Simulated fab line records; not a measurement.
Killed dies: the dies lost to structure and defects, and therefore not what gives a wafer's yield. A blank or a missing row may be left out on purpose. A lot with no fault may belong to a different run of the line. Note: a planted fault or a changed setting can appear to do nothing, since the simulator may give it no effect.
Which tool was responsible? :: flow sky130 :: Sampling: 15 lots, 45 wafers, 3 of 708 route steps

== WHAT THE GAUGES READ, wafer by wafer ==
SKY_VT_ADJUST_PCH_OVL_MEAS_07.
lot: L777
measured: day 10 08:34
on: overlay-01
VT_ADJUST_PCH_OVL (nm): -0.1 1.4 0.1

lot: L778
measured: day 10 19:37
on: overlay-02
VT_ADJUST_PCH_OVL (nm): -1.3 -1.4 -2.2

lot: L779
measured: day 10 22:28
on: overlay-02
VT_ADJUST_PCH_OVL (nm): -2.3 -1.2 -2.1

lot: L781
measured: day 12 07:32
on: overlay-02
VT_ADJUST_PCH_OVL (nm): -1.9 -3.1 -2.6

lot: L782
measured: day 12 22:49
on: overlay-02
VT_ADJUST_PCH_OVL (nm): -2.8 -1.6 -0.8

lot: L788
measured: day 14 00:58
on: overlay-02
VT_ADJUST_PCH_OVL (nm): 0.3 -0.4 1.1

lot: L790
measured: day 14 19:16
on: overlay-02
VT_ADJUST_PCH_OVL (nm): -1.3 -2.0 0.1

lot: L791
measured: day 15 04:16
on: overlay-01
VT_ADJUST_PCH_OVL (nm): - - -

lot: L792
measured: day 15 04:58
on: overlay-01
VT_ADJUST_PCH_OVL (nm): - - -

lot: L793
measured: day 15 12:37
on: overlay-02
VT_ADJUST_PCH_OVL (nm): - - -

lot: L794
measured: day 15 17:22
on: overlay-01
VT_ADJUST_PCH_OVL (nm): -0.1 1.9 1.8

lot: L796
measured: day 16 16:43
on: overlay-01
VT_ADJUST_PCH_OVL (nm): -1.8 0.8 0.4

lot: L799
measured: day 17 08:49
on: overlay-02
VT_ADJUST_PCH_OVL (nm): -1.2 0.0 -0.8

lot: L798
measured: day 17 09:28
on: overlay-01
VT_ADJUST_PCH_OVL (nm): 0.2 0.3 -0.5

lot: L800
measured: day 17 18:49
on: overlay-02
VT_ADJUST_PCH_OVL (nm): -1.2 -0.8 -0.8

SKY_SONOS_TUNNEL_TW_MEAS_12.
lot: L777
measured: day 11 08:02
on: film metro-03
SONOS_TUNNEL_TW: 195.6 196.9 196.0

lot: L778
measured: day 11 19:56
on: film metro-04
SONOS_TUNNEL_TW: 199.1 198.6 199.2

lot: L779
measured: day 11 22:30
on: film metro-03
SONOS_TUNNEL_TW: 195.8 195.6 196.5

lot: L781
measured: day 13 09:06
on: film metro-03
SONOS_TUNNEL_TW: 195.6 196.1 195.7

lot: L782
measured: day 14 01:27
on: film metro-01
SONOS_TUNNEL_TW: 194.1 192.9 194.7

lot: L788
measured: day 15 03:20
on: film metro-04
SONOS_TUNNEL_TW: 198.1 197.7 200.2

lot: L790
measured: day 15 22:35
on: film metro-04
SONOS_TUNNEL_TW: 198.6 198.1 197.1

lot: L791
measured: day 16 08:32
on: film metro-03
SONOS_TUNNEL_TW: 211.4 211.5 212.3 212.2 211.5 212.9

lot: L792
measured: day 16 09:08
on: film metro-03
SONOS_TUNNEL_TW: 212.4 212.6 211.2 211.9 212.5 212.8

lot: L793
measured: day 16 16:47
on: film metro-04
SONOS_TUNNEL_TW: 214.4 213.6 214.1 215.2 214.4 213.7

lot: L794
measured: day 16 22:35
on: film metro-04
SONOS_TUNNEL_TW: 199.5 199.7 198.3

lot: L796
measured: day 17 21:56
on: film metro-03
SONOS_TUNNEL_TW: 196.7 197.2 197.6

lot: L799
measured: day 18 13:48
on: film metro-01
SONOS_TUNNEL_TW: 194.7 195.2 195.3

lot: L798
measured: day 18 14:51
on: film metro-01
SONOS_TUNNEL_TW: 195.6 196.5 196.0

lot: L800
measured: day 19 00:55
on: film metro-03
SONOS_TUNNEL_TW: 196.7 197.2 196.6

== EACH LOT AND THE TOOL THAT RAN IT (in order: tool; ch and the chambers of the sampled wafers; start) ==
lot: L777
SKY_VT_ADJUST_PCH_COAT_02: litho track-03 ch 0, day 9 22:04

lot: L778
SKY_VT_ADJUST_PCH_COAT_02: litho track-03 ch 0, day 10 07:34

lot: L779
SKY_VT_ADJUST_PCH_COAT_02: litho track-01 ch 0, day 10 10:28

lot: L781
SKY_VT_ADJUST_PCH_COAT_02: litho track-03 ch 0, day 11 20:05

lot: L782
SKY_VT_ADJUST_PCH_COAT_02: litho track-03 ch 0, day 12 09:34

lot: L788
SKY_VT_ADJUST_PCH_COAT_02: litho track-01 ch 0, day 13 11:26

lot: L790
SKY_VT_ADJUST_PCH_COAT_02: litho track-02 ch 0, day 14 06:35

lot: L791
SKY_VT_ADJUST_PCH_COAT_02: litho track-03, day 14 14:58

lot: L792
SKY_VT_ADJUST_PCH_COAT_02: litho track-02, day 14 15:52

lot: L793
SKY_VT_ADJUST_PCH_COAT_02: litho track-03, day 14 23:28

lot: L794
SKY_VT_ADJUST_PCH_COAT_02: litho track-02 ch 0, day 15 03:37

lot: L796
SKY_VT_ADJUST_PCH_COAT_02: litho track-03 ch 0, day 16 02:43

lot: L799
SKY_VT_ADJUST_PCH_COAT_02: litho track-02 ch 0, day 16 18:38

lot: L798
SKY_VT_ADJUST_PCH_COAT_02: litho track-03 ch 0, day 16 18:50

lot: L800
SKY_VT_ADJUST_PCH_COAT_02: litho track-02 ch 0, day 17 03:46
- SKY_VT_ADJUST_PCH_COAT_02: resist thk 3000 nm.

== AS READ BY THE TOOLS THEMSELVES (means over the sampled wafers that have a number; for cases with no such wafer, the mark the record gives instead) ==
SKY_VT_ADJUST_PCH_COAT_02.
lot: L777
tool: litho track-03
chill plate temp C (C): 23.14
dispense pressure kPa (kPa): 44

lot: L778
tool: litho track-03
chill plate temp C (C): 23.07
dispense pressure kPa (kPa): 44

lot: L779
tool: litho track-01
chill plate temp C (C): 23.12
dispense pressure kPa (kPa): 56

lot: L781
tool: litho track-03
chill plate temp C (C): 22.88
dispense pressure kPa (kPa): 44

lot: L782
tool: litho track-03
chill plate temp C (C): 23.00
dispense pressure kPa (kPa): 44

lot: L788
tool: litho track-01
chill plate temp C (C): 23.10
dispense pressure kPa (kPa): 56

lot: L790
tool: litho track-02
chill plate temp C (C): 23.05
dispense pressure kPa (kPa): 47

lot: L791
tool: litho track-03
chill plate temp C (C): -
dispense pressure kPa (kPa): -

lot: L792
tool: litho track-02
chill plate temp C (C): -
dispense pressure kPa (kPa): -

lot: L793
tool: litho track-03
chill plate temp C (C): -
dispense pressure kPa (kPa): -

lot: L794
tool: litho track-02
chill plate temp C (C): 22.94
dispense pressure kPa (kPa): 47

lot: L796
tool: litho track-03
chill plate temp C (C): 22.90
dispense pressure kPa (kPa): 44

lot: L799
tool: litho track-02
chill plate temp C (C): 22.99
dispense pressure kPa (kPa): 47

lot: L798
tool: litho track-03
chill plate temp C (C): 23.12
dispense pressure kPa (kPa): 44

lot: L800
tool: litho track-02
chill plate temp C (C): 23.01
dispense pressure kPa (kPa): 47

== THE ANSWER, worked out from the rows above alone ==
Rule: what is usual is taken from the lots themselves. The widest of any qualifying gaps counts: lots, ordered by their means at a reading, are off when they make up no more than a third of the lots, leave a main group of 4 or more, and stand apart from it by 3 or more times the standard deviation of that group's means. Not used: any main group whose means are identical at the precision the tables above print for the reading. A lot without any number at a reading at which 4 lots or more have one is off too. Any other lot the step has rows for is counted as sound. Order of review: gauges by route order, followed by the tools' own readings, for which a lot's mean as printed above is used. At the first step where some lot is off, the reading lying furthest off is the one used; lots without a number count as furthest.
Off: L791, L792, L793, seen at SKY_VT_ADJUST_PCH_OVL_MEAS_07 (VT_ADJUST_PCH_OVL). Without a number there: L791, L792, L793. For the main group the mean is -0.7 nm and the standard deviation 1.1.
A tool fits if, at a process step before that reading, it ran every lot that is off, and no sound lot after the first of them. The gauges at SKY_VT_ADJUST_PCH_OVL_MEAS_07 aren't tried: what is off there is off at SKY_SONOS_TUNNEL_TW_MEAS_12 too, on other tools, and a gauge's error can't cause that. None of those tried fits.

== WHAT THE SIMULATOR HAD INSERTED ==
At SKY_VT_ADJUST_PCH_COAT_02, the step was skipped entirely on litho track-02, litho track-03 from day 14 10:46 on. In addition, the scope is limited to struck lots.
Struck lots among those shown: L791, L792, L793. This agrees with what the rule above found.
